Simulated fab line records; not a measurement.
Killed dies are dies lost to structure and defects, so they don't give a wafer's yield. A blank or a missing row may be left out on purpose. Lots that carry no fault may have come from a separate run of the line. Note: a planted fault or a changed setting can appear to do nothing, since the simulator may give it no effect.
Struck lot and sound lot, side by side :: flow sky130 :: 15 out of 708 route steps
Sound: the wafers L955.2, L955.4, L955.5. The struck wafers were L945.3, L945.4, L945.6. The cause is given at the end.
For every step that has rows: the tool of each side, followed by ch and its chambers, followed by its first start. Under that, the readings that differ: sound wafers :: struck wafers :: difference of the means :: sigmas: that difference in standard deviations of wafers without a fault.
alike: readings with means less than 2 such deviations apart, plus words and numbers identical on both sides. not compared: withheld readings, readings lacking a value on some wafer, bounds such as >300 that could conceal the same value, and numbers that have no deviation in the record and whose values overlap.
The two part at a step that has a row with sigmas, a row that says differs or no value, or rows on one side only. When numbers do not overlap yet have no deviation, they are printed without sigmas and do not part them. A reading that every wafer of one side lacks parts them only if that side has two wafers or more.

SKY_VIA1_OVL_MEAS_13:
  struck on overlay-02, day 36 05:55; sound on overlay-02, day 39 22:04
  alike: VIA1_OVL
then, 1 step without rows for these wafers: SKY_VIA1_ETCH_14 (etches BARC in N2/H2, stops on SiO2, time 45.9 s, target depth 60 nm).
SKY_VIA1_ETCH_15: etches SiO2 in C4F8/O2/Ar, stops on TiN, target depth 351 nm, time 54 s.
  sound on rie_diel-01 ch 0,2, day 39 22:08; struck on rie_diel-03 ch 0,2, day 36 05:59
  alike: oes_product_au
SKY_VIA1_STRIP_16: strips in O2/N2.
  sound on plasma_asher-03 ch 0,1, day 39 22:11; struck on plasma_asher-02 ch 0,1, day 36 06:04
reading: drypump_motor_current_A (A)
sound: 5.87 5.86 5.75
struck: 5.55 5.12 5.13
difference: -0.56
sigmas: -3

reading: strip_time_to_endpoint_s (s)
sound: 4.434 4.427 4.449
struck: 4.500 4.455 4.510
difference: +0.052
sigmas: +2
  alike: oes_product_au
  not compared: rf_hours_counter_h
then, 3 steps without rows for these wafers: SKY_VIA1_STRIP_17 (strips in post etch residue remover, time 1200 s); SKY_VIA1_CLEAN_18 (cleans in IPA, time 180 s); SKY_VIA1_CLEAN_19 (cleans in O3/DIW).
SKY_VIA1_SPUTTER_20: material TiN, target thk 20 nm, time 80 s.
  struck on pvd_sputter-01, day 36 06:41; sound on pvd_sputter-01, day 39 22:47
  alike: cathode_dc_power_W, chamber_pressure_pa, throttle_valve_pct
SKY_VIA1_CVD_21: deposits W, target thk 270 nm, time 80.902 s.
  sound on cvd_w-02 ch 1, day 39 22:50; struck on cvd_w-01 ch 0,1, day 36 06:46
  alike: heater_power_w
  not compared: since_wet_clean_h
SKY_VIA1_RS_MEAS_22: measures by four-point-probe.
  struck on film_metro-02, day 36 06:52; sound on film_metro-04, day 39 22:57
  alike: VIA1_W_RS
SKY_VIA1_THK_MEAS_23: measures by xrf.
  struck on film_metro-02, day 36 06:58; sound on film_metro-04, day 39 23:04
  alike: VIA1_W_THK
then, 1 step without rows for these wafers: SKY_VIA1_CMP_24 (polishes, stops on SiO2, t overpolish 15 s, target thk 0 nm).
SKY_METAL2_SPUTTER_00: material Ti, target thk 15 nm, time 10 s.
  struck on pvd_sputter-04, day 36 07:19; sound on pvd_sputter-01, day 39 23:25
  no value came back on the struck wafers for cathode_dc_power_W (W), chamber_pressure_pa (Pa), throttle_valve_pct (%), time_s (s); on the sound wafers cathode_dc_power_W (W) reads 2999.5 2999.4 3001.2
SKY_METAL2_SPUTTER_01: material TiN, target thk 20 nm, time 16.7 s.
  struck on pvd_sputter-04, day 36 07:20; sound on pvd_sputter-01, day 39 23:26
  alike: cathode_dc_power_W, chamber_pressure_pa, throttle_valve_pct
-- the record jumps here: 11 days lie between the struck wafers' starts before and after (it left off in module METAL2 and takes up again in module PAD_OPEN, whose first step shown is number 708 of the route) --
SKY_PAD_OPEN_PROBE_99:
  struck on prober-01, day 47 10:40; sound on prober-01, day 50 04:43
reading: model.etest.via1_chain.rc_ohm
sound: 15.96 16.98 16.22
struck: 17.64 17.57 17.66
difference: +1.24
sigmas: 
  alike: defect_limited_yield, killed_at_M0_to_M3, killed_at_M4_up, killed_at_contacts, killed_at_front_end, killed_at_other, killed_dies, killed_open, killed_short, sort_bin_3_pad_short, sort_bin_5_function, sort_bin_6_memory, sort_n_pass, sort_yield_pct

== WHERE THEY PART ==
First at SKY_VIA1_STRIP_16; last, within this record, at SKY_METAL2_SPUTTER_00. Later steps at which nothing parts them and some readings are alike: SKY_METAL2_SPUTTER_01, SKY_PAD_OPEN_PROBE_99.

WHY: whatever the simulator had introduced
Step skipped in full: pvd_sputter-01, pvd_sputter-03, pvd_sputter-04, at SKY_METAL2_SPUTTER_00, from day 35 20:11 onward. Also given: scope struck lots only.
